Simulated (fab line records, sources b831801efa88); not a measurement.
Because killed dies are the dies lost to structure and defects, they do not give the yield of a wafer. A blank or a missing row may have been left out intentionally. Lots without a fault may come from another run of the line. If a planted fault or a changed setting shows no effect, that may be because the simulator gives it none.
Which of the tools did it? || flow gf180mcu || 24 lots with 72 wafers sampled at 3 steps, on a route of 602 steps

## WHAT THE GAUGES READ, wafer by wafer
GF_PSD_RS_MEAS_15: measures by four-point-probe.
{"lot": "L074", "measured": "day 14 10:31", "on": "film_metro-01", "PSD_RS (ohm/sq)": "108.88 108.62 108.50"}
{"lot": "L075", "measured": "day 15 01:56", "on": "film_metro-02", "PSD_RS (ohm/sq)": "109.14 108.90 109.00"}
{"lot": "L076", "measured": "day 15 05:14", "on": "film_metro-03", "PSD_RS (ohm/sq)": "108.70 108.56 108.49"}
{"lot": "L077", "measured": "day 15 10:23", "on": "film_metro-02", "PSD_RS (ohm/sq)": "108.60 108.58 108.70"}
{"lot": "L078", "measured": "day 15 18:40", "on": "film_metro-03", "PSD_RS (ohm/sq)": "108.82 108.64 108.52"}
{"lot": "L079", "measured": "day 16 02:08", "on": "film_metro-02", "PSD_RS (ohm/sq)": "108.54 108.14 108.72"}
{"lot": "L080", "measured": "day 16 17:27", "on": "film_metro-02", "PSD_RS (ohm/sq)": "108.79 109.07 108.40"}
{"lot": "L081", "measured": "day 17 04:27", "on": "film_metro-03", "PSD_RS (ohm/sq)": "108.56 108.94 108.50"}
{"lot": "L082", "measured": "day 17 08:53", "on": "film_metro-01", "PSD_RS (ohm/sq)": "108.62 108.65 108.71"}
{"lot": "L083", "measured": "day 17 14:47", "on": "film_metro-03", "PSD_RS (ohm/sq)": "108.83 109.19 108.93"}
{"lot": "L084", "measured": "day 17 16:18", "on": "film_metro-03", "PSD_RS (ohm/sq)": "108.43 108.88 108.57"}
{"lot": "L085", "measured": "day 18 05:23", "on": "film_metro-01", "PSD_RS (ohm/sq)": "108.48 108.74 108.56"}
{"lot": "L086", "measured": "day 18 10:55", "on": "film_metro-02", "PSD_RS (ohm/sq)": "108.84 108.56 108.65"}
{"lot": "L087", "measured": "day 18 19:45", "on": "film_metro-03", "PSD_RS (ohm/sq)": "108.45 108.66 108.65"}
{"lot": "L088", "measured": "day 19 06:08", "on": "film_metro-02", "PSD_RS (ohm/sq)": "108.81 109.42 109.41"}
{"lot": "L089", "measured": "day 19 11:58", "on": "film_metro-01", "PSD_RS (ohm/sq)": "108.25 108.30 107.94"}
{"lot": "L090", "measured": "day 19 22:38", "on": "film_metro-03", "PSD_RS (ohm/sq)": "108.68 108.39 108.88"}
{"lot": "L091", "measured": "day 20 08:35", "on": "film_metro-03", "PSD_RS (ohm/sq)": "108.48 108.55 108.57"}
{"lot": "L092", "measured": "day 20 16:53", "on": "film_metro-01", "PSD_RS (ohm/sq)": "107.97 108.52 108.50"}
{"lot": "L093", "measured": "day 20 22:45", "on": "film_metro-02", "PSD_RS (ohm/sq)": "108.38 108.58 108.76"}
{"lot": "L094", "measured": "day 21 04:18", "on": "film_metro-02", "PSD_RS (ohm/sq)": "108.53 108.62 108.85"}
{"lot": "L095", "measured": "day 21 15:12", "on": "film_metro-01", "PSD_RS (ohm/sq)": "108.71 108.38 108.61"}
{"lot": "L096", "measured": "day 21 19:49", "on": "film_metro-03", "PSD_RS (ohm/sq)": "108.54 108.46 108.46"}
{"lot": "L097", "measured": "day 22 02:00", "on": "film_metro-01", "PSD_RS (ohm/sq)": "108.88 108.99 108.81"}

GF_M2_RS_MEAS_05: measures by four-point-probe.
{"lot": "L074", "measured": "day 18 10:59", "on": "film_metro-04", "M2_ALCU_RS (ohm/sq)": "0.0681 0.0684 0.0685"}
{"lot": "L075", "measured": "day 19 04:22", "on": "film_metro-04", "M2_ALCU_RS (ohm/sq)": "0.0697 0.0696 0.0695"}
{"lot": "L076", "measured": "day 19 06:28", "on": "film_metro-03", "M2_ALCU_RS (ohm/sq)": "0.0700 0.0705 0.0708"}
{"lot": "L077", "measured": "day 19 12:16", "on": "film_metro-03", "M2_ALCU_RS (ohm/sq)": "0.0688 0.0686 0.0691"}
{"lot": "L078", "measured": "day 19 22:43", "on": "film_metro-01", "M2_ALCU_RS (ohm/sq)": "0.0722 0.0705 0.0709"}
{"lot": "L079", "measured": "day 20 07:46", "on": "film_metro-04", "M2_ALCU_RS (ohm/sq)": "0.0685 0.0677 0.0681"}
{"lot": "L080", "measured": "day 20 23:44", "on": "film_metro-01", "M2_ALCU_RS (ohm/sq)": "0.0701 0.0703 0.0704"}
{"lot": "L081", "measured": "day 21 11:38", "on": "film_metro-01", "M2_ALCU_RS (ohm/sq)": "0.0688 0.0687 0.0688"}
{"lot": "L082", "measured": "day 21 14:19", "on": "film_metro-04", "M2_ALCU_RS (ohm/sq)": "0.0674 0.0682 0.0680"}
{"lot": "L083", "measured": "day 21 22:34", "on": "film_metro-01", "M2_ALCU_RS (ohm/sq)": "0.0696 0.0686 0.0698"}
{"lot": "L084", "measured": "day 21 22:33", "on": "film_metro-04", "M2_ALCU_RS (ohm/sq)": "0.0678 0.0673 0.0670"}
{"lot": "L085", "measured": "day 22 12:59", "on": "film_metro-01", "M2_ALCU_RS (ohm/sq)": "0.0703 0.0706 0.0717"}
{"lot": "L086", "measured": "day 22 16:59", "on": "film_metro-04", "M2_ALCU_RS (ohm/sq)": "0.0688 0.0677 0.0684"}
{"lot": "L087", "measured": "day 23 05:16", "on": "film_metro-04", "M2_ALCU_RS (ohm/sq)": "0.0705 0.0698 0.0719"}
{"lot": "L088", "measured": "day 23 10:34", "on": "film_metro-03", "M2_ALCU_RS (ohm/sq)": "0.0697 0.0713 0.0713"}
{"lot": "L089", "measured": "day 23 16:29", "on": "film_metro-04", "M2_ALCU_RS (ohm/sq)": "0.0699 0.0685 0.0694"}
{"lot": "L090", "measured": "day 24 03:27", "on": "film_metro-04", "M2_ALCU_RS (ohm/sq)": "0.0690 0.0678 0.0691"}
{"lot": "L091", "measured": "day 24 12:14", "on": "film_metro-04", "M2_ALCU_RS (ohm/sq)": "0.0687 0.0692 0.0688"}
{"lot": "L092", "measured": "day 24 20:20", "on": "film_metro-01", "M2_ALCU_RS (ohm/sq)": "0.0690 0.0680 0.0703"}
{"lot": "L093", "measured": "day 25 01:22", "on": "film_metro-04", "M2_ALCU_RS (ohm/sq)": "0.0688 0.0683 0.0691"}
{"lot": "L094", "measured": "day 25 06:23", "on": "film_metro-04", "M2_ALCU_RS (ohm/sq)": "0.0689 0.0686 0.0688"}
{"lot": "L095", "measured": "day 25 14:51", "on": "film_metro-04", "M2_ALCU_RS (ohm/sq)": "0.0676 0.0682 0.0680"}
{"lot": "L096", "measured": "day 25 20:06", "on": "film_metro-01", "M2_ALCU_RS (ohm/sq)": "0.0696 0.0708 0.0692"}
{"lot": "L097", "measured": "day 26 02:43", "on": "film_metro-01", "M2_ALCU_RS (ohm/sq)": "0.0716 0.0722 0.0711"}

GF_V2_THK_MEAS_03.
{"lot": "L074", "measured": "day 19 12:40", "on": "film_metro-04", "V2_CVD_02_THK (nm)": "833 860 854"}
{"lot": "L075", "measured": "day 20 05:37", "on": "film_metro-04", "V2_CVD_02_THK (nm)": "845 853 855"}
{"lot": "L076", "measured": "day 20 07:55", "on": "film_metro-03", "V2_CVD_02_THK (nm)": "848 843 870"}
{"lot": "L077", "measured": "day 20 13:36", "on": "film_metro-04", "V2_CVD_02_THK (nm)": "841 861 858"}
{"lot": "L078", "measured": "day 21 00:17", "on": "film_metro-03", "V2_CVD_02_THK (nm)": "849 833 839"}
{"lot": "L079", "measured": "day 21 08:20", "on": "film_metro-04", "V2_CVD_02_THK (nm)": "842 850 876"}
{"lot": "L080", "measured": "day 22 00:44", "on": "film_metro-04", "V2_CVD_02_THK (nm)": "849 837 843"}
{"lot": "L081", "measured": "day 22 12:35", "on": "film_metro-04", "V2_CVD_02_THK (nm)": "849 866 862"}
{"lot": "L082", "measured": "day 22 14:38", "on": "film_metro-03", "V2_CVD_02_THK (nm)": "858 849 850"}
{"lot": "L083", "measured": "day 22 23:31", "on": "film_metro-03", "V2_CVD_02_THK (nm)": "830 811 828"}
{"lot": "L084", "measured": "day 22 23:05", "on": "film_metro-02", "V2_CVD_02_THK (nm)": "853 848 856"}
{"lot": "L085", "measured": "day 23 12:50", "on": "film_metro-02", "V2_CVD_02_THK (nm)": "851 868 850"}
{"lot": "L086", "measured": "day 23 17:47", "on": "film_metro-03", "V2_CVD_02_THK (nm)": "852 876 863"}
{"lot": "L087", "measured": "day 24 05:11", "on": "film_metro-04", "V2_CVD_02_THK (nm)": "847 837 843"}
{"lot": "L088", "measured": "day 24 10:19", "on": "film_metro-04", "V2_CVD_02_THK (nm)": "849 846 868"}
{"lot": "L089", "measured": "day 24 15:33", "on": "film_metro-03", "V2_CVD_02_THK (nm)": "842 849 834"}
{"lot": "L090", "measured": "day 25 02:03", "on": "film_metro-04", "V2_CVD_02_THK (nm)": "834 844 856"}
{"lot": "L091", "measured": "day 25 10:47", "on": "film_metro-03", "V2_CVD_02_THK (nm)": "839 836 845"}
{"lot": "L092", "measured": "day 25 19:15", "on": "film_metro-03", "V2_CVD_02_THK (nm)": "847 836 861"}
{"lot": "L093", "measured": "day 26 02:37", "on": "film_metro-02", "V2_CVD_02_THK (nm)": "849 854 856"}
{"lot": "L094", "measured": "day 26 04:37", "on": "film_metro-04", "V2_CVD_02_THK (nm)": "845 850 852"}
{"lot": "L095", "measured": "day 26 12:13", "on": "film_metro-03", "V2_CVD_02_THK (nm)": "837 856 855"}
{"lot": "L096", "measured": "day 26 17:29", "on": "film_metro-03", "V2_CVD_02_THK (nm)": "835 850 860"}
{"lot": "L097", "measured": "day 26 23:43", "on": "film_metro-03", "V2_CVD_02_THK (nm)": "830 854 846"}

## TOOL THAT RAN EACH LOT (tool first, then ch and the chambers of the sampled wafers, then the start)
Record: no process step prior to these readings.

## WHAT THE TOOLS THEMSELVES READ (means of the sampled wafers that have a number; where no wafer has one, the mark that the record gives instead)
The record holds no such reading with a usual standard deviation.

## THE ANSWER, worked out from the rows above alone
Rule: the lots themselves supply what counts as usual. The widest of any qualifying gaps counts: lots, ordered by their means at a reading, are off when they make up no more than a third of the lots, leave a main group of 4 or more, and stand apart from it by 3 or more times the standard deviation of that group's means. A main group is skipped when, at the precision printed for the reading in the tables above, its means are all equal. A lot without any number at a reading at which 4 lots or more have one is off too. Where the step has rows for the other lots, those lots are counted as sound. Order of review: gauges by route order, followed by the tools' own readings, for which a lot's mean as printed above is used. The first step at which some lot is off is used, and at that step the reading that is off furthest; a lot without a number counts as furthest.
No lot is off on any of the readings shown, so nothing can be concluded from this.

## WHAT WAS PUT IN BY THE SIMULATOR
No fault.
